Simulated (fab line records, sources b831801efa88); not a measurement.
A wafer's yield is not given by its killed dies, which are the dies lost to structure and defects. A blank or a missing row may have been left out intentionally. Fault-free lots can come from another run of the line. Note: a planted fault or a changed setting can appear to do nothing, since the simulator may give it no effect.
The tool behind it: which one? + flow sky130 + at 1 step of a route of 708, 11 lots with 33 wafers sampled

== WHAT THE GAUGES SHOWED, per wafer ==
SKY_POLY_GATE_THK_MEAS_01. Usual: POLY_GATE_CVD_00_THK gives 178.8 nm (standard deviation 1.8).
| lot  | measured     | on           | POLY_GATE_CVD_00_THK (nm) | flag |
|------|--------------|--------------|---------------------------|------|
| L538 | day 14 19:10 | filmMetro-01 | 178.7 179.0 178.6         |      |
| L540 | day 15 00:40 | filmMetro-03 | 178.7 180.2 179.3         |      |
| L539 | day 15 00:41 | filmMetro-01 | 180.0 182.1 179.7         |      |
| L545 | day 16 14:37 | filmMetro-02 | 177.3 178.3 178.9         |      |
| L546 | day 17 04:45 | filmMetro-03 | 178.4 176.5 177.9         |      |
| L548 | day 17 17:59 | filmMetro-01 | 177.7 178.1 177.8         |      |
| L551 | day 19 00:16 | filmMetro-02 | 178.2 175.9 176.2         |      |
| L554 | day 19 15:20 | filmMetro-01 | 178.8 177.6 177.3         |      |
| L556 | day 20 07:38 | filmMetro-03 | 178.3 179.4 180.8         |      |
| L557 | day 20 18:06 | filmMetro-01 | 177.7 178.2 177.9         |      |
| L559 | day 21 11:00 | filmMetro-03 | 176.4 174.8 175.4         |      |

== TOOL THAT RAN EACH LOT (tool first, then ch and the chambers of the sampled wafers, then the start) ==
The record holds no process step before these readings.

== WHAT THE TOOLS THEMSELVES READ (means of the sampled wafers that have a number; where no wafer has one, the mark that the record gives instead) ==
The record holds no such reading with a usual standard deviation.

== THE ANSWER, worked out from the rows above alone ==
Rule: lot off if the mean of its wafers having a number is beyond 3 standard deviations from the usual mean. Also off: a lot with no number at a reading for which 4 or more lots have one. The other lots that the step has rows for count as sound. The gauges are gone through in route order, then the tools' own readings, and for those a lot's mean is taken as printed above. The first step at which some lot is off is used, and at that step the reading that is off furthest; a lot without a number counts as furthest.
No lot is off at any reading shown: from this, nothing can be told.

== WHAT THE SIMULATOR HAD PUT IN ==
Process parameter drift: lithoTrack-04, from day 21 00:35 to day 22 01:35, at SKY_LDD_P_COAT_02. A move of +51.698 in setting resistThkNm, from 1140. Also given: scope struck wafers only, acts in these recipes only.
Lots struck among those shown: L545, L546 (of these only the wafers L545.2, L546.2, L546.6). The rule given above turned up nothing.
